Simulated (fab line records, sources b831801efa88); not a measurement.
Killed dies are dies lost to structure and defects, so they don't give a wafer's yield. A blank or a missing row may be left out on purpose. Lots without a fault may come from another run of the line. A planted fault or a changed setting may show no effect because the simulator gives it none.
Chamber matching | flow gf180mcu | GF_V5_CMP_26 on cmp-01: 4 sister chambers
The step polishes, stops on SiO2, t overpolish 15 s, target thk 0 nm. 8 wafers are shown with their chamber, then 7 later ones without.

WAFERS WITH THEIR CHAMBER
wafer  | chamber | platen_rpm (rpm) | retaining_ring_pressure_frac
L161.1 | 0       | 60.03            | 0.999
L163.1 | 2       | 60.02            | 0.997
L163.6 | 0       | 60.06            | 0.998
L164.2 | 3       | 59.94            | 1.004
L164.4 | 2       | 60.01            | 1.007
L164.5 | 1       | 59.97            | 0.992
L167.3 | 1       | 59.99            | 1.000
L167.4 | 3       | 59.99            | 0.999

WAFERS WITHOUT THEIR CHAMBER
wafer  | platen_rpm (rpm) | retaining_ring_pressure_frac
L167.5 | 60.00            | 1.002
L171.1 | 59.97            | 0.999
L171.2 | 60.01            | 1.004
L171.4 | 59.99            | 1.008
L177.2 | 60.00            | 1.005
L177.4 | 59.99            | 1.014
L177.6 | 60.06            | 1.001

WHICH CHAMBER EACH WENT THROUGH
wafer  | from the rows above               | in truth
L167.5 | can't be placed: 2 or 1 or 3 or 0 | 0
L171.1 | can't be placed: 3 or 1 or 2      | 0
L171.2 | can't be placed: 2 or 0 or 3 or 1 | 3
L171.4 | can't be placed: 2 or 3 or 1 or 0 | 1
L177.2 | can't be placed: 2 or 3 or 1 or 0 | 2
L177.4 | can't be placed: 2 or 3 or 1 or 0 | 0
L177.6 | can't be placed: 0 or 2           | 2
Placed correctly: 0 of 7. Can't be placed from these rows: 7 (the true chamber is among the candidates in 6). Placed wrongly: 0.
How it was worked out, from the rows above alone: a wafer's distance from a chamber is the root of the sum, over the readings, of the square of ((its reading less the chamber's mean) divided by the reading's scatter). The wafer belongs to the nearest chamber; if the next one is less than 2 further off, it can't be placed. A chamber's mean is the mean of its shown wafers. The scatter: the root of (the sum of the squares of (reading less its chamber's mean) over the shown wafers, divided by (wafers less chambers)).
